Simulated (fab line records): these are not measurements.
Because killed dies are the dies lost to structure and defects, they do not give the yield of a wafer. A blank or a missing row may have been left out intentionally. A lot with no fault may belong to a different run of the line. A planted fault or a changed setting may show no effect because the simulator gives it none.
fab line records + flow sky130
record
- lots=11
- wafers=33
- last-day=50
route steps=708 shown FIELD_ISO@15 PWDE@55 VT_ADJUST_LVTN@116 VT_ADJUST_NCORE@129
lots that met no fault: from a run of the same line without faults
start-h: hours from the record's first day to the start of the lot's first wafer shown + wait-h: hours since the lot's step before + " repeats the value in the row above + L1.1+2: one row covering several wafers at once + - either no value or no given start + * or withheld: withheld + < > ~ a bound
route shown NAME@n: names a module that has steps shown in the file, with the first one's number in the route + usual: the fault-free wafers' mean and standard deviation + same: alike in all rows + chamber/n: place in a boat + sites: per-site readings + _std_site: the standard deviation of these + _edge_site: outer sites' mean less inner sites' + radius-mm: how far each site lies from the wafer's centre + mask NAME#n: copy n + behind: the most recent tool/chamber to have shaped the wafer + hold: why the lot went on hold/how many hours it stayed there/how the hold came to an end + device: transistor that didn't switch, given as n, p or np + end of line: tests run on the same wafers once the route is complete + for a step that has no rows: nothing shown but its recipe + killed: count of dies lost to structure and defects at first sort (not the wafer's yield) + map: shows each die of a wafer: x if killed, . if not, _ if none is there
set.NAME: the setting the step ran with; set.NAME@STEP: the setting that earlier step ran with + model.NAME: the simulator's own value behind a step, which no gauge read
a sample of lots followed through the steps of the route, with each step as a table and each wafer as a row
services: the hour from which a tool's chamber was out of use, counted from the record's first day as start-h (under 0 if before that day), plus the number of hours and why
## steps
# step SKY_FIELD_ISO_ETCH_14
# recipe
- chemistry=N2/H2
- target=BARC
- ion-energy-ev=200
- source-w=500
- bias-w=100
- pressure-mtorr=30
- n2-flow-sccm=100
- h2-flow-sccm=200
- stop-on=SiO2
- time-s=45.9
- target-depth-a=600
# usual
- drypump-motor-current-A=5.9/0.46
- n2-flow-sccm=100.02/0.29
- oes-product-au=0.852/0.0048
- throttle-valve-pct=13.225/0.0092
| lot.wafer | tool        | chamber | start-h | wait-h | drypump-motor-current-A | n2-flow-sccm | oes-product-au | rf-hours-counter-h | throttle-valve-pct |
|-----------|-------------|---------|---------|--------|-------------------------|--------------|----------------|--------------------|--------------------|
| L496.2    | rie-diel-03 | 0       | 32.89   | 0.1    | 6.4                     | 99.74        | 0.855          | 169                | 13.221             |
| L496.5    | "           | 1       | "       | "      | 5.1                     | 100.24       | 0.852          | -                  | 13.228             |
| L496.6    | "           | 2       | "       | "      | 6.3                     | 100.57       | 0.851          | -                  | 13.221             |
| L498.1    | rie-diel-03 | 1       | 43.12   | 0.1    | 5.1                     | 100.25       | 0.850          | 133                | 13.223             |
| L498.3    | "           | 3       | "       | "      | 6.4                     | 100.49       | 0.851          | 162                | 13.221             |
| L498.6    | "           | 1       | "       | "      | 5.1                     | 100.26       | 0.863          | -                  | 13.217             |
| L499.2    | rie-diel-01 | 1       | 44.73   | 0.1    | 5.4                     | 100.13       | 0.847          | 143                | 13.226             |
| L499.4    | "           | 3       | "       | "      | 6.1                     | 100.02       | 0.844          | 18                 | 13.235             |
| L499.5    | "           | 1       | "       | "      | 5.4                     | 99.83        | 0.851          | -                  | 13.201             |
| L500.1    | rie-diel-01 | 3       | 49.47   | 0.1    | 6.1                     | 100.09       | 0.848          | 18                 | 13.239             |
| L500.2    | "           | 1       | "       | "      | 5.4                     | 100.26       | 0.845          | 143                | 13.227             |
| L500.4    | "           | 0       | "       | "      | 5.7                     | 99.72        | 0.857          | 124                | 13.221             |
| L509.1    | rie-diel-01 | 2       | 96.82   | 0.1    | 5.9                     | 99.73        | 0.854          | 9                  | 13.228             |
| L509.3    | "           | 3       | "       | "      | 6.1                     | 100.03       | 0.851          | 19                 | 13.233             |
| L509.4    | "           | 1       | "       | "      | 5.4                     | 100.06       | 0.851          | 144                | 13.221             |
| L511.2    | rie-diel-01 | 3       | 108.04  | 0.1    | 6.0                     | 100.08       | 0.844          | 19                 | 13.213             |
| L511.3    | "           | 1       | "       | "      | 5.4                     | 99.94        | 0.842          | 144                | 13.226             |
| L511.4    | "           | 2       | "       | "      | 5.9                     | 99.81        | 0.855          | 9                  | 13.224             |
| L514.3    | rie-diel-01 | 2       | 123.08  | 0.1    | 5.9                     | 99.94        | 0.863          | 9                  | 13.208             |
| L514.4    | "           | 3       | "       | "      | 6.1                     | 100.19       | 0.852          | 19                 | 13.233             |
| L514.6    | "           | 2       | "       | "      | 5.9                     | 99.68        | 0.854          | -                  | 13.236             |
| L515.3    | rie-diel-03 | 1       | 127.08  | 0.1    | 5.0                     | 99.79        | 0.856          | 135                | 13.208             |
| L515.4    | "           | 2       | "       | "      | 6.2                     | 100.28       | 0.855          | -                  | 13.235             |
| L515.5    | "           | 0       | "       | "      | 6.4                     | 99.83        | 0.860          | -                  | 13.229             |
| L516.2    | rie-diel-03 | 1       | 133.69  | 0.1    | 5.1                     | 100.16       | 0.855          | 136                | 13.221             |
| L516.3    | "           | 0       | "       | "      | 6.4                     | 100.16       | 0.848          | 1                  | 13.219             |
| L516.6    | "           | 2       | "       | "      | 6.3                     | 100.13       | 0.851          | -                  | 13.234             |
| L517.2    | rie-diel-01 | 0       | 138.83  | 0.1    | 5.7                     | 99.49        | 0.842          | 125                | 13.225             |
| L517.3    | "           | 1       | "       | "      | 5.5                     | 100.34       | 0.848          | 144                | 13.222             |
| L517.6    | "           | 2       | "       | "      | 5.9                     | 100.21       | 0.857          | -                  | 13.238             |
| L519.1    | rie-diel-01 | 0       | 151.08  | 0.1    | 5.7                     | 99.98        | 0.849          | 125                | 13.239             |
| L519.3    | "           | 1       | "       | "      | 5.4                     | 100.44       | 0.854          | 145                | 13.220             |
| L519.4    | "           | 2       | "       | "      | 5.9                     | 99.70        | 0.847          | 10                 | 13.231             |
# step SKY_PWDE_TW_MEAS_10
# usual
- PWDE_TW=376/3.4
| lot.wafer | tool          | chamber | start-h | wait-h | PWDE_TW |
|-----------|---------------|---------|---------|--------|---------|
| L496.2    | film-metro-04 | -       | 70.51   | 0.1    | 375     |
| L496.5    | "             | -       | "       | "      | 375     |
| L496.6    | "             | -       | "       | "      | 376     |
| L498.1    | film-metro-01 | -       | 81.21   | 0.1    | 380     |
| L498.3    | "             | -       | "       | "      | 381     |
| L498.6    | "             | -       | "       | "      | 381     |
| L499.2    | film-metro-03 | -       | 85.59   | 0.1    | 374     |
| L499.4    | "             | -       | "       | "      | 374     |
| L499.5    | "             | -       | "       | "      | 374     |
| L500.1    | film-metro-03 | -       | 89.81   | 0.1    | 373     |
| L500.2    | "             | -       | "       | "      | 374     |
| L500.4    | "             | -       | "       | "      | 376     |
| L509.1    | film-metro-03 | -       | 140.28  | 0.1    | 374     |
| L509.3    | "             | -       | "       | "      | 371     |
| L509.4    | "             | -       | "       | "      | 370     |
| L511.2    | film-metro-01 | -       | 151.69  | 0.1    | 378     |
| L511.3    | "             | -       | "       | "      | 377     |
| L511.4    | "             | -       | "       | "      | 380     |
| L514.3    | film-metro-01 | -       | 169.35  | 0.1    | 380     |
| L514.4    | "             | -       | "       | "      | 380     |
| L514.6    | "             | -       | "       | "      | 380     |
| L515.3    | film-metro-03 | -       | 173.32  | 0.1    | 374     |
| L515.4    | "             | -       | "       | "      | 374     |
| L515.5    | "             | -       | "       | "      | 374     |
| L516.2    | film-metro-03 | -       | 180.04  | 0.1    | 374     |
| L516.3    | "             | -       | "       | "      | 377     |
| L516.6    | "             | -       | "       | "      | 376     |
| L517.2    | film-metro-03 | -       | 187.24  | 0.1    | 372     |
| L517.3    | "             | -       | "       | "      | 375     |
| L517.6    | "             | -       | "       | "      | 373     |
| L519.1    | film-metro-03 | -       | 200.15  | 0.1    | 375     |
| L519.3    | "             | -       | "       | "      | 375     |
| L519.4    | "             | -       | "       | "      | 375     |
# step SKY_VT_ADJUST_LVTN_IMPLANT_19
# recipe
- species=B
- energy-kev=30
- dose-cm2=6.5e+11
- tilt-deg=withheld
# usual
- beam-energy-keV=30.002/0.0094
- dose-ions-cm2=6.501e+11/7.5e+08
- faraday-current-uA=3.67/0.079
| lot.wafer | tool         | chamber | start-h | wait-h | beam-energy-keV | dose-ions-cm2 | faraday-current-uA |
|-----------|--------------|---------|---------|--------|-----------------|---------------|--------------------|
| L496.2    | implanter-03 | 0       | 162.56  | 0.0    | 30.010          | 6.5e+11       | 3.65               |
| L496.5    | "            | 0       | "       | "      | 30.011          | 6.489e+11     | 3.70               |
| L496.6    | "            | 0       | "       | "      | 30.013          | 6.497e+11     | 3.66               |
| L498.1    | implanter-03 | 0       | 175.80  | 0.0    | 29.992          | 6.491e+11     | 3.79               |
| L498.3    | "            | 0       | "       | "      | 29.988          | 6.491e+11     | 3.60               |
| L498.6    | "            | 0       | "       | "      | 29.991          | 6.503e+11     | 3.62               |
| L499.2    | implanter-01 | 0       | 180.40  | 0.0    | 30.018          | 6.508e+11     | 3.68               |
| L499.4    | "            | 0       | "       | "      | 30.017          | 6.496e+11     | 3.55               |
| L499.5    | "            | 0       | "       | "      | 30.010          | 6.494e+11     | 3.63               |
| L500.1    | implanter-01 | 0       | 184.24  | 0.0    | 29.998          | 6.514e+11     | 3.62               |
| L500.2    | "            | 0       | "       | "      | 29.998          | 6.501e+11     | 3.78               |
| L500.4    | "            | 0       | "       | "      | 30.014          | 6.501e+11     | 3.71               |
| L509.1    | implanter-03 | 0       | 248.18  | 0.0    | 30.017          | 9.819e+11     | 5.52               |
| L509.3    | "            | 0       | "       | "      | 30.011          | 9.815e+11     | 5.56               |
| L509.4    | "            | 0       | "       | "      | 30.007          | 9.811e+11     | 5.52               |
| L511.2    | implanter-03 | 0       | 263.18  | 0.0    | 29.999          | 9.817e+11     | 5.49               |
| L511.3    | "            | 0       | "       | "      | 29.999          | 9.832e+11     | 5.44               |
| L511.4    | "            | 0       | "       | "      | 30.002          | 9.815e+11     | 5.67               |
| L514.3    | implanter-01 | 0       | 282.24  | 0.1    | 30.007          | 6.5e+11       | 3.72               |
| L514.4    | "            | 0       | "       | "      | 30.008          | 6.505e+11     | 3.61               |
| L514.6    | "            | 0       | "       | "      | 29.997          | 6.493e+11     | 3.58               |
| L515.3    | implanter-01 | 0       | 289.50  | 0.1    | 29.999          | 6.501e+11     | 3.77               |
| L515.4    | "            | 0       | "       | "      | 30.002          | 6.5e+11       | 3.75               |
| L515.5    | "            | 0       | "       | "      | 29.991          | 6.508e+11     | 3.50               |
| L516.2    | implanter-02 | 0       | 297.45  | 0.0    | 29.990          | 6.501e+11     | 3.57               |
| L516.3    | "            | 0       | "       | "      | 29.996          | 6.508e+11     | 3.76               |
| L516.6    | "            | 0       | "       | "      | 30.000          | 6.511e+11     | 3.60               |
| L517.2    | implanter-01 | 0       | 307.88  | 0.0    | 30.002          | 6.494e+11     | 3.73               |
| L517.3    | "            | 0       | "       | "      | 29.996          | 6.498e+11     | 3.75               |
| L517.6    | "            | 0       | "       | "      | 30.011          | 6.509e+11     | 3.73               |
| L519.1    | implanter-02 | 0       | 320.79  | 0.0    | 29.999          | 6.498e+11     | 3.72               |
| L519.3    | "            | 0       | "       | "      | 30.001          | 6.498e+11     | 3.81               |
| L519.4    | "            | 0       | "       | "      | 30.003          | 6.501e+11     | 3.69               |
# step SKY_VT_ADJUST_LVTN_TW_MEAS_21
# usual
- VT_ADJUST_LVTN_2_TW=189.6/1.3
| lot.wafer | tool          | chamber | start-h | wait-h | VT_ADJUST_LVTN_2_TW |
|-----------|---------------|---------|---------|--------|---------------------|
| L496.2    | film-metro-04 | -       | 162.81  | 0.1    | 188.5               |
| L496.5    | "             | -       | "       | "      | 188.4               |
| L496.6    | "             | -       | "       | "      | 187.9               |
| L498.1    | film-metro-04 | -       | 176.05  | 0.1    | 190.3               |
| L498.3    | "             | -       | "       | "      | 188.7               |
| L498.6    | "             | -       | "       | "      | 191.3               |
| L499.2    | film-metro-04 | -       | 180.64  | 0.1    | 190.8               |
| L499.4    | "             | -       | "       | "      | 190.0               |
| L499.5    | "             | -       | "       | "      | 191.8               |
| L500.1    | film-metro-02 | -       | 184.49  | 0.1    | 190.9               |
| L500.2    | "             | -       | "       | "      | 190.9               |
| L500.4    | "             | -       | "       | "      | 190.5               |
| L509.1    | film-metro-02 | -       | 248.43  | 0.1    | 213.0               |
| L509.3    | "             | -       | "       | "      | 213.4               |
| L509.4    | "             | -       | "       | "      | 213.4               |
| L511.2    | film-metro-02 | -       | 263.41  | 0.1    | 213.7               |
| L511.3    | "             | -       | "       | "      | 214.8               |
| L511.4    | "             | -       | "       | "      | 214.6               |
| L514.3    | film-metro-02 | -       | 282.46  | 0.1    | 189.5               |
| L514.4    | "             | -       | "       | "      | 189.1               |
| L514.6    | "             | -       | "       | "      | 190.2               |
| L515.3    | film-metro-03 | -       | 289.72  | 0.1    | 187.3               |
| L515.4    | "             | -       | "       | "      | 186.9               |
| L515.5    | "             | -       | "       | "      | 187.8               |
| L516.2    | film-metro-02 | -       | 297.69  | 0.1    | 192.0               |
| L516.3    | "             | -       | "       | "      | 190.6               |
| L516.6    | "             | -       | "       | "      | 191.3               |
| L517.2    | film-metro-04 | -       | 308.11  | 0.1    | 188.1               |
| L517.3    | "             | -       | "       | "      | 189.4               |
| L517.6    | "             | -       | "       | "      | 188.3               |
| L519.1    | film-metro-03 | -       | 321.04  | 0.1    | 188.3               |
| L519.3    | "             | -       | "       | "      | 188.3               |
| L519.4    | "             | -       | "       | "      | 188.0               |
# step SKY_VT_ADJUST_NCORE_STRIP_10
# recipe
- chemistry=O2/N2
- power-w=1400
- pressure-mtorr=1500
- platen-temp-c=withheld
- o2-flow-sccm=3000
- n2-flow-sccm=300
- overash-fraction=0.5
# usual
- drypump-motor-current-A=5.4/0.34
- n2-flow-sccm=300.0/0.93
- oes-product-au=0.716/0.005
- strip-time-to-endpoint-s=14.18/0.041
| lot.wafer | tool            | chamber | start-h | wait-h | drypump-motor-current-A | n2-flow-sccm | oes-product-au | rf-hours-counter-h | strip-time-to-endpoint-s |
|-----------|-----------------|---------|---------|--------|-------------------------|--------------|----------------|--------------------|--------------------------|
| L496.2    | plasma-asher-01 | 1       | 183.25  | 0.1    | 5.1                     | 300.7        | 0.716          | 36                 | 14.20                    |
| L496.5    | "               | 0       | "       | "      | 5.1                     | 301.2        | 0.716          | -                  | 14.20                    |
| L496.6    | "               | 1       | "       | "      | 5.1                     | 300.2        | 0.713          | -                  | 14.19                    |
| L498.1    | plasma-asher-02 | 1       | 196.92  | 0.1    | 6.1                     | 300.3        | 0.716          | 52                 | 14.17                    |
| L498.3    | "               | 1       | "       | "      | 6.2                     | 300.4        | 0.710          | -                  | 14.20                    |
| L498.6    | "               | 1       | "       | "      | 6.2                     | 299.8        | 0.713          | -                  | 14.20                    |
| L499.2    | plasma-asher-01 | 0       | 201.75  | 0.1    | 5.1                     | 300.4        | 0.709          | 38                 | 14.24                    |
| L499.4    | "               | 0       | "       | "      | 5.1                     | 300.6        | 0.717          | -                  | 14.22                    |
| L499.5    | "               | 0       | "       | "      | 5.1                     | 299.9        | 0.716          | -                  | 14.25                    |
| L500.1    | plasma-asher-01 | 1       | 205.95  | 0.1    | 5.1                     | 299.6        | 0.718          | 38                 | 14.16                    |
| L500.2    | "               | 0       | "       | "      | 5.1                     | 301.0        | 0.713          | 38                 | 14.19                    |
| L500.4    | "               | 1       | "       | "      | 5.1                     | 299.3        | 0.711          | -                  | 14.19                    |
| L509.1    | plasma-asher-03 | 1       | 272.60  | 0.1    | 5.4                     | 299.8        | 0.716          | 15                 | 14.24                    |
| L509.3    | "               | 1       | "       | "      | 5.4                     | 298.5        | 0.714          | -                  | 14.19                    |
| L509.4    | "               | 0       | "       | "      | 5.8                     | 299.0        | 0.717          | -                  | 14.19                    |
| L511.2    | plasma-asher-03 | 0       | 288.00  | 0.1    | 5.8                     | 300.6        | 0.718          | 16                 | 14.23                    |
| L511.3    | "               | 1       | "       | "      | 5.4                     | 300.3        | 0.717          | -                  | 14.27                    |
| L511.4    | "               | 0       | "       | "      | 5.8                     | 301.0        | 0.718          | -                  | 14.25                    |
| L514.3    | plasma-asher-01 | 1       | 308.68  | 0.1    | 5.2                     | 300.8        | 0.715          | -                  | 14.16                    |
| L514.4    | "               | 0       | "       | "      | 5.1                     | 300.8        | 0.710          | -                  | 14.17                    |
| L514.6    | "               | 1       | "       | "      | 5.1                     | 300.6        | 0.715          | -                  | 14.14                    |
| L515.3    | plasma-asher-02 | 0       | 315.56  | 0.1    | 5.7                     | 301.5        | 0.708          | -                  | 14.20                    |
| L515.4    | "               | 1       | "       | "      | 6.1                     | 299.7        | 0.721          | -                  | 14.19                    |
| L515.5    | "               | 0       | "       | "      | 5.6                     | 300.7        | 0.716          | -                  | 14.23                    |
| L516.2    | plasma-asher-01 | 0       | 322.65  | 0.1    | 5.1                     | 298.8        | 0.724          | 50                 | 14.16                    |
| L516.3    | "               | 1       | "       | "      | 5.2                     | 300.2        | 0.712          | -                  | 14.12                    |
| L516.6    | "               | 1       | "       | "      | 5.1                     | 298.7        | 0.712          | -                  | 14.15                    |
| L517.2    | plasma-asher-03 | 1       | 333.92  | 0.1    | 5.4                     | 300.9        | 0.709          | 21                 | 14.09                    |
| L517.3    | "               | 0       | "       | "      | 5.8                     | 300.0        | 0.708          | -                  | 14.14                    |
| L517.6    | "               | 1       | "       | "      | 5.4                     | 299.8        | 0.706          | -                  | 14.11                    |
| L519.1    | plasma-asher-03 | 1       | 348.05  | 0.1    | 5.4                     | 300.2        | 0.718          | 22                 | 14.15                    |
| L519.3    | "               | 1       | "       | "      | 5.4                     | 301.6        | 0.709          | -                  | 14.12                    |
| L519.4    | "               | 0       | "       | "      | 5.8                     | 300.6        | 0.711          | -                  | 14.15                    |
## services
| tool            | chamber | start-h | hours | kind   |
|-----------------|---------|---------|-------|--------|
| plasma-asher-01 | -       | 18.76   | 15.6  | pm     |
| implanter-03    | -       | 24.62   | 4.0   | pm     |
| implanter-03    | -       | 44.76   | 4.6   | repair |
| rie-diel-01     | -       | 55.18   | 14.6  | pm     |
| implanter-01    | -       | 58.81   | 5.3   | pm     |
| plasma-asher-03 | -       | 108.75  | 9.0   | pm     |
| rie-diel-01     | -       | 129.13  | 8.2   | repair |
| rie-diel-03     | -       | 134.15  | 14.6  | pm     |
| rie-diel-03     | 2       | 180.37  | 1.6   | repair |
| implanter-03    | -       | 183.98  | 4.8   | repair |
| implanter-03    | -       | 185.05  | 2.4   | repair |
| plasma-asher-03 | -       | 194.28  | 5.4   | repair |
| rie-diel-01     | 3       | 199.24  | 2.6   | repair |
| plasma-asher-01 | -       | 211.20  | 2.1   | repair |
| implanter-01    | -       | 222.31  | 5.9   | pm     |
| rie-diel-01     | -       | 238.82  | 28.1  | pm     |
| rie-diel-03     | 0       | 239.24  | 4.4   | repair |
| rie-diel-03     | 3       | 264.84  | 7.7   | repair |
| rie-diel-01     | 0       | 271.78  | 10.1  | repair |
| rie-diel-01     | 3       | 284.76  | 8.7   | repair |
| implanter-03    | -       | 285.93  | 18.5  | pm     |
| implanter-01    | -       | 304.57  | 1.0   | repair |
| rie-diel-01     | 1       | 341.00  | 5.0   | repair |
| plasma-asher-01 | -       | 343.19  | 1.2   | repair |
## key
first-sign
- step=SKY_VT_ADJUST_LVTN_IMPLANT_19
- reading=dose-ions-cm2
- direction=up
- sigmas=99+
- usual=*
- struck=*
effect
- step=SKY_VT_ADJUST_LVTN_IMPLANT_19
- reading=faraday-current-uA
- direction=up
- sigmas=24
- usual=3.67
- struck=5.53
effect
- step=SKY_VT_ADJUST_LVTN_TW_MEAS_21
- reading=VT_ADJUST_LVTN_2_TW
- direction=up
- sigmas=18
- usual=189.6
- struck=213.8
met-at SKY_VT_ADJUST_LVTN_IMPLANT_19
struck-lots L509,L511
tester-left-out L509,L511
not-acting-at SKY_FIELD_ISO_ETCH_14,SKY_PWDE_TW_MEAS_10,SKY_VT_ADJUST_NCORE_STRIP_10
onset-between 175.80 248.18
fault
- kind=process-parameter-drift
- tool=implanter-03
- chamber=-
- onset-h=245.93
- steps=SKY_VT_ADJUST_LVTN_IMPLANT_19
- channel=dose-cm2
- offset=*
- shape=step
- end-h=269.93
- acts-in=*
- stated=*
# tester-left-out: of these lots the tester's yield and bins aren't shown, on N5 and GAA mostly nor the transistor test; their killed dies are dies lost to structure and defects alone, not to doping, threshold or leakage, so they don't give the yield
